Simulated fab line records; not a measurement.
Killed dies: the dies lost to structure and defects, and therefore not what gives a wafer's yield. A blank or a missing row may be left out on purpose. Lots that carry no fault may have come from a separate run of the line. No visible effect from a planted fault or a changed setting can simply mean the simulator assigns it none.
Which tool was responsible? + flow gf180mcu + 6 lots, 18 wafers sampled, at 4 steps of a route of 602

## WHAT THE GAUGES SHOWED, per wafer
GF_PASSIVATION_THK_MEAS_01.
| lot  | measured     | on            | PASSIVATION_CVD_00_THK (nm) |
|------|--------------|---------------|-----------------------------|
| L404 | day 28 13:10 | film-metro-02 | 993 1001 1014               |
| L409 | day 30 01:53 | film-metro-04 | 1001 1013 1014              |
| L416 | day 31 20:50 | film-metro-04 | 987 1003 1009               |
| L418 | day 32 16:12 | film-metro-02 | 971 998 998                 |
| L421 | day 33 01:11 | film-metro-02 | 987 976 999                 |
| L423 | day 33 15:08 | film-metro-04 | 995 990 1015                |

## TOOL THAT RAN EACH LOT (tool first, then ch and the chambers of the sampled wafers, then the start)
| lot  | GF_V5_SPUTTER_22             | GF_TOP_METAL_SPUTTER_02      | GF_TOP_METAL_SPUTTER_04      |
|------|------------------------------|------------------------------|------------------------------|
| L404 | pvd-sputter-01, day 27 15:41 | pvd-sputter-01, day 27 16:26 | pvd-sputter-01, day 27 16:30 |
| L409 | pvd-sputter-03, day 29 05:22 | pvd-sputter-04, day 29 06:08 | pvd-sputter-04, day 29 06:11 |
| L416 | pvd-sputter-01, day 31 01:49 | pvd-sputter-01, day 31 02:35 | pvd-sputter-01, day 31 02:38 |
| L418 | pvd-sputter-01, day 31 21:23 | pvd-sputter-01, day 31 22:09 | pvd-sputter-01, day 31 22:13 |
| L421 | pvd-sputter-02, day 32 07:43 | pvd-sputter-01, day 32 08:29 | pvd-sputter-01, day 32 08:32 |
| L423 | pvd-sputter-03, day 32 21:46 | pvd-sputter-04, day 32 22:32 | pvd-sputter-04, day 32 22:35 |
- GF_V5_SPUTTER_22: material TiN, target thk 10 nm, time 40 s.
- GF_TOP_METAL_SPUTTER_02: material AlCu, target thk 900 nm, time 47.82 s.
- GF_TOP_METAL_SPUTTER_04: material TiN, target thk 25 nm, time 20.8 s.

## THE ANSWER, worked out from the rows above alone
Rule: the usual values come from the lots themselves. The widest of any qualifying gaps counts: lots, ordered by their means at a reading, are off when they make up no more than a third of the lots, leave a main group of 4 or more, and stand apart from it by 3 or more times the standard deviation of that group's means. Not used: any main group whose means are identical at the precision the tables above print for the reading. Also off: a lot with no number at a reading for which 4 or more lots have one. Where the step has rows for the other lots, those lots are counted as sound.
Nothing can be told from this: no lot is off at any reading shown.

## WHAT THE SIMULATOR HAD INSERTED
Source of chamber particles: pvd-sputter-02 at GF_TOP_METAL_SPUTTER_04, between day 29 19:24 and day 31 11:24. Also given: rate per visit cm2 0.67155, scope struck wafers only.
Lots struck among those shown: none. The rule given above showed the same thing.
